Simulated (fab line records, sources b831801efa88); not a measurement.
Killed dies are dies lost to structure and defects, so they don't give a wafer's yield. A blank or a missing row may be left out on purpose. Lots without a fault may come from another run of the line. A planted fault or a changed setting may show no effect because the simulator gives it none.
fab line records | flow sky130
record lots=11 wafers=33 last_day=51
route steps=708 shown METAL2@485 VIA2@528 CAPM@537 METAL3@567
lots that met no fault: from a run of the same line without faults
start_h: hours from the record's first day to the start of the lot's first wafer shown | wait_h: hours since the lot's step before | " the same as in the row above | L1.1+2: a row that stands for several wafers | - no value, or no start given | * or withheld: withheld | < > ~ a bound
route shown NAME@n: a module of which the file shows steps, and the number in the route of the first | usual: mean/standard deviation of fault-free wafers | same: alike in all rows | chamber/n: place in a boat | sites: the reading at each site | _std_site: their standard deviation | _edge_site: outer sites' mean less inner sites' | radius_mm: how far each site lies from the wafer's centre | mask NAME#n: copy n | behind: the tool/chamber that last shaped the wafer | hold: why the lot was held/for how many hours/how that ended | device: the transistor (n, p or np) that didn't switch | end of line: the same wafers' tests at the end of the route | a step without rows: its recipe alone | killed: dies lost to structure and defects at the first sort, not the wafer's yield | map: a wafer's dies, x killed, . not, _ none there
set.NAME: the setting as run; set.NAME@STEP: as run at that earlier step | model.NAME: the simulator's own value behind a step, which no gauge read
steps of the route over a sample of lots; a table a step, a row a wafer
services: from which hour (start_h, from the record's first day; less than 0 if before it) a tool's chamber was out of use, for how many hours, and why
## steps
# step SKY_METAL2_SPUTTER_02
# recipe material=AlCu target_thk_nm=250 power_w=10600 time_s=13.3 chamber_pressure_pa=0.4
# usual throttle_valve_pct=30.1/1.3
# columns lot.wafer tool chamber start_h wait_h throttle_valve_pct
L653.1 pvd_sputter-01 - 778.69 0.0 31.9
L653.3 " - " " 31.0
L653.4 " - " " 27.7
L655.3 pvd_sputter-02 - 789.18 0.0 29.4
L655.4 " - " " 30.6
L655.6 " - " " 30.1
L656.1 pvd_sputter-01 - 809.82 0.0 30.9
L656.2 " - " " 27.7
L656.6 " - " " 31.6
L658.1 pvd_sputter-02 - 830.19 0.0 30.6
L658.3 " - " " 28.5
L658.5 " - " " 30.4
L662.2 pvd_sputter-01 - 857.09 0.0 30.4
L662.4 " - " " 30.5
L662.6 " - " " 27.7
L666.3 pvd_sputter-03 - 885.85 0.0 29.0
L666.5 " - " " 29.4
L666.6 " - " " 30.9
L671.3 pvd_sputter-02 - 939.72 0.0 29.5
L671.5 " - " " 30.2
L671.6 " - " " 30.2
L672.3 pvd_sputter-01 - 944.13 0.0 31.1
L672.4 " - " " 30.3
L672.5 " - " " 31.7
L674.2 pvd_sputter-02 - 958.58 0.0 28.9
L674.5 " - " " 30.4
L674.6 " - " " 28.8
L675.1 pvd_sputter-01 - 959.85 0.0 31.8
L675.3 " - " " 31.2
L675.5 " - " " 31.1
L676.1 pvd_sputter-01 - 996.84 0.0 30.6
L676.2 " - " " 31.3
L676.4 " - " " 28.1
# step SKY_METAL2_THK_MEAS_06
# recipe thk_meas_gauge=xrf reads=AlCu_of_METAL2_SPUTTER_02
# usual METAL2_ALCU_THK=255.2/2.8
# columns lot.wafer tool chamber start_h wait_h METAL2_ALCU_THK[nm]
L653.1 film_metro-04 - 778.90 0.1 257.0
L653.3 " - " " 255.5
L653.4 " - " " 256.3
L655.3 film_metro-01 - 789.42 0.1 253.8
L655.4 " - " " 250.9
L655.6 " - " " 251.8
L656.1 film_metro-01 - 810.03 0.1 251.6
L656.2 " - " " 253.3
L656.6 " - " " 255.1
L658.1 film_metro-04 - 830.40 0.1 258.1
L658.3 " - " " 255.1
L658.5 " - " " 256.8
L662.2 film_metro-01 - 857.31 0.1 257.7
L662.4 " - " " 257.7
L662.6 " - " " 258.2
L666.3 film_metro-02 - 886.08 0.1 256.5
L666.5 " - " " 254.7
L666.6 " - " " 254.4
L671.3 film_metro-02 - 939.95 0.1 255.0
L671.5 " - " " 256.9
L671.6 " - " " 254.6
L672.3 film_metro-04 - 944.36 0.1 255.7
L672.4 " - " " 255.2
L672.5 " - " " 255.8
L674.2 film_metro-02 - 958.80 0.1 253.4
L674.5 " - " " 255.9
L674.6 " - " " 253.5
L675.1 film_metro-02 - 960.06 0.1 253.8
L675.3 " - " " 254.7
L675.5 " - " " 257.0
L676.1 film_metro-04 - 997.05 0.1 251.4
L676.2 " - " " 255.2
L676.4 " - " " 255.8
# step SKY_VIA2_CVD_21
# recipe material=W target_thk_nm=420 time_s=126.4 temp_c=400 pressure_torr=40
# usual heater_power_w=883/68
# columns lot.wafer tool chamber start_h wait_h heater_power_w
L653.1 cvd_w-02 0 834.43 0.0 911
L653.3 " 0 " " 878
L653.4 " 1 " " 766
L655.3 cvd_w-01 0 844.01 0.1 1011
L655.4 " 1 " " 942
L655.6 " 1 " " 936
L656.1 cvd_w-02 0 866.09 0.0 882
L656.2 " 1 " " 752
L656.6 " 0 " " 880
L658.1 cvd_w-02 1 885.05 0.0 758
L658.3 " 0 " " 890
L658.5 " 1 " " 752
L662.2 cvd_w-02 0 910.96 0.0 911
L662.4 " 0 " " 898
L662.6 " 0 " " 877
L666.3 cvd_w-01 0 938.80 0.1 928
L666.5 " 0 " " 921
L666.6 " 1 " " 880
L671.3 cvd_w-01 1 991.35 0.1 892
L671.5 " 0 " " 919
L671.6 " 1 " " 891
L672.3 cvd_w-01 0 995.71 0.1 943
L672.4 " 1 " " 879
L672.5 " 1 " " 902
L674.2 cvd_w-02 1 1008.58 0.0 767
L674.5 " 0 " " 898
L674.6 " 1 " " 771
L675.1 cvd_w-01 1 1010.01 0.0 891
L675.3 " 0 " " 935
L675.5 " 1 " " 873
L676.1 cvd_w-01 1 1043.91 0.0 897
L676.2 " 0 " " 921
L676.4 " 1 " " 875
# step SKY_CAPM_CVD_00
# recipe material=SiO2 target_thk_nm=15.5 temp_c=400 time_s=withheld rf_w=450
# usual heater_power_w=669/100
# columns lot.wafer tool chamber start_h wait_h heater_power_w
L653.1 pecvd-02 2 835.19 0.0 753
L653.3 " 1 " " 553
L653.4 " 2 " " 755
L655.3 pecvd-01 2 844.73 0.0 559
L655.4 " 0 " " 747
L655.6 " 2 " " 553
L656.1 pecvd-02 0 866.85 0.0 634
L656.2 " 2 " " 760
L656.6 " 1 " " 541
L658.1 pecvd-04 2 885.81 0.0 570
L658.3 " 1 " " 734
L658.5 " 0 " " 651
L662.2 pecvd-04 0 911.81 0.0 663
L662.4 " 1 " " 858
L662.6 " 0 " " 661
L666.3 pecvd-01 2 939.52 0.0 609
L666.5 " 0 " " 722
L666.6 " 2 " " 617
L671.3 pecvd-01 1 992.08 0.0 645
L671.5 " 2 " " 690
L671.6 " 1 " " 653
L672.3 pecvd-04 2 996.43 0.0 488
L672.4 " 2 " " 471
L672.5 " 1 " " 771
L674.2 pecvd-04 2 1009.35 0.0 542
L674.5 " 1 " " 794
L674.6 " 2 " " 547
L675.1 pecvd-01 0 1010.78 0.0 778
L675.3 " 2 " " 564
L675.5 " 2 " " 563
L676.1 pecvd-04 0 1044.67 0.0 663
L676.2 " 2 " " 541
L676.4 " 1 " " 762
# step SKY_CAPM_THK_MEAS_01
# recipe reads=SiO2_of_CAPM_CVD_00
# usual CAPM_CVD_00_THK=15.57/0.24
# columns lot.wafer tool chamber start_h wait_h CAPM_CVD_00_THK[nm]
L653.1 film_metro-02 - 835.23 - 15.93
L653.3 " - " " 15.85
L653.4 " - " " 15.93
L655.3 film_metro-03 - 844.77 - 15.62
L655.4 " - " " 15.68
L655.6 " - " " 15.84
L656.1 film_metro-04 - 866.87 - 15.25
L656.2 " - " " 15.41
L656.6 " - " " 15.31
L658.1 film_metro-03 - 885.83 - 15.88
L658.3 " - " " 15.77
L658.5 " - " " 14.66
L662.2 film_metro-02 - 911.84 - 14.50
L662.4 " - " " 16.16
L662.6 " - " " 14.87
L666.3 film_metro-02 - 939.56 - 15.17
L666.5 " - " " 15.54
L666.6 " - " " 15.55
L671.3 film_metro-02 - 992.12 - 15.45
L671.5 " - " " 15.65
L671.6 " - " " 15.39
L672.3 film_metro-03 - 996.47 - 15.46
L672.4 " - " " 15.64
L672.5 " - " " 15.85
L674.2 film_metro-03 - 1009.38 - 15.51
L674.5 " - " " 15.81
L674.6 " - " " 15.72
L675.1 film_metro-04 - 1010.81 - 15.34
L675.3 " - " " 15.57
L675.5 " - " " 15.69
L676.1 film_metro-04 - 1044.69 - 15.15
L676.2 " - " " 15.45
L676.4 " - " " 15.37
# step SKY_METAL3_ETCH_17
# recipe target=SiO2 stop_on=TiN chemistry=C4F8/O2/Ar source_w=1500 bias_w=1200 pressure_mtorr=40 c4f8_flow_sccm=withheld O2_flow_sccm=6 Ar_flow_sccm=300 time_s=3.9 target_depth_a=150
# usual chamber_pressure_mTorr=40.00/0.035 oes_product_au=0.756/0.0071
# columns lot.wafer tool chamber start_h wait_h chamber_pressure_mTorr oes_product_au rf_hours_counter_h
L653.1 rie_diel-02 1 888.53 0.1 40.05 0.760 3
L653.3 " 3 " " 40.03 0.761 7
L653.4 " 2 " " 39.98 0.766 19
L655.3 rie_diel-04 2 897.68 0.0 40.06 0.751 13
L655.4 " 3 " " 40.02 0.759 10
L655.6 " 1 " " 40.09 0.764 -
L656.1 rie_diel-04 1 918.85 0.1 40.00 0.748 23
L656.2 " 3 " " 40.10 0.750 11
L656.6 " 1 " " 40.05 0.756 -
L658.1 rie_diel-04 2 937.10 0.1 40.03 0.768 14
L658.3 " 1 " " 40.02 0.767 23
L658.5 " 1 " " 40.00 0.736 -
L662.2 rie_diel-01 2 962.80 0.1 39.98 0.731 13
L662.4 " 3 " " 40.04 0.768 -
L662.6 " 1 " " 39.99 0.742 -
L666.3 rie_diel-01 1 989.80 0.0 40.01 0.748 20
L666.5 " 1 " " 40.01 0.755 -
L666.6 " 3 " " 40.01 0.761 -
L671.3 rie_diel-04 2 1037.78 0.0 39.96 0.758 17
L671.5 " 3 " " 39.97 0.752 -
L671.6 " 2 " " 40.01 0.753 -
L672.3 rie_diel-01 2 1042.65 0.0 39.99 0.749 16
L672.4 " 0 " " 40.02 0.762 21
L672.5 " 3 " " 40.01 0.761 -
L674.2 rie_diel-01 2 1054.73 0.1 40.02 0.754 16
L674.5 " 2 " " 40.03 0.766 -
L674.6 " 3 " " 39.96 0.771 -
L675.1 rie_diel-02 2 1056.66 0.1 39.99 0.756 3
L675.3 " 0 " " 40.04 0.757 14
L675.5 " 1 " " 39.96 0.758 -
L676.1 rie_diel-02 3 1086.99 0.1 40.00 0.752 13
L676.2 " 2 " " 40.02 0.750 4
L676.4 " 1 " " 40.00 0.746 9
## services
# columns tool chamber start_h hours kind
pecvd-04 - 755.30 1.0 repair
rie_diel-01 2 757.74 1.7 repair
pecvd-04 0 766.16 4.1 repair
pecvd-01 - 766.37 1.0 repair
pecvd-04 - 770.69 2.5 repair
rie_diel-01 1 800.78 4.7 repair
cvd_w-01 1 824.63 4.0 repair
cvd_w-02 - 839.34 14.6 pm
cvd_w-02 - 878.19 2.8 pm
cvd_w-01 - 904.09 14.0 pm
rie_diel-04 2 918.50 6.0 repair
cvd_w-02 1 926.04 11.0 repair
rie_diel-01 3 931.31 23.7 repair
pecvd-01 - 952.22 2.0 repair
rie_diel-01 0 956.89 9.9 repair
pvd_sputter-02 - 967.56 8.9 repair
rie_diel-01 - 974.10 2.8 pm
pecvd-04 2 1012.60 6.6 repair
cvd_w-02 - 1020.78 0.6 repair
cvd_w-01 - 1024.04 6.9 pm
cvd_w-02 0 1051.56 8.4 repair
cvd_w-02 1 1066.61 14.0 repair
cvd_w-02 - 1069.19 2.2 repair
pecvd-04 - 1074.51 1.5 repair
## key
first_sign step=SKY_CAPM_THK_MEAS_01 reading=CAPM_CVD_00_THK direction=down sigmas=3.7 usual=15.57 struck=14.68
effect step=SKY_METAL3_ETCH_17 reading=oes_product_au direction=down sigmas=2.8 usual=0.756 struck=0.736
met_at SKY_CAPM_CVD_00
struck_lots L658,L662
struck_wafers L658.5,L662.2,L662.6
not_acting_at SKY_METAL2_SPUTTER_02,SKY_METAL2_THK_MEAS_06,SKY_VIA2_CVD_21
fault kind=process_parameter_drift tool=pecvd-04 chamber=0 onset_h=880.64 steps=SKY_CAPM_CVD_00 channel=time_s offset=withheld shape=step end_h=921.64 acts_in=*
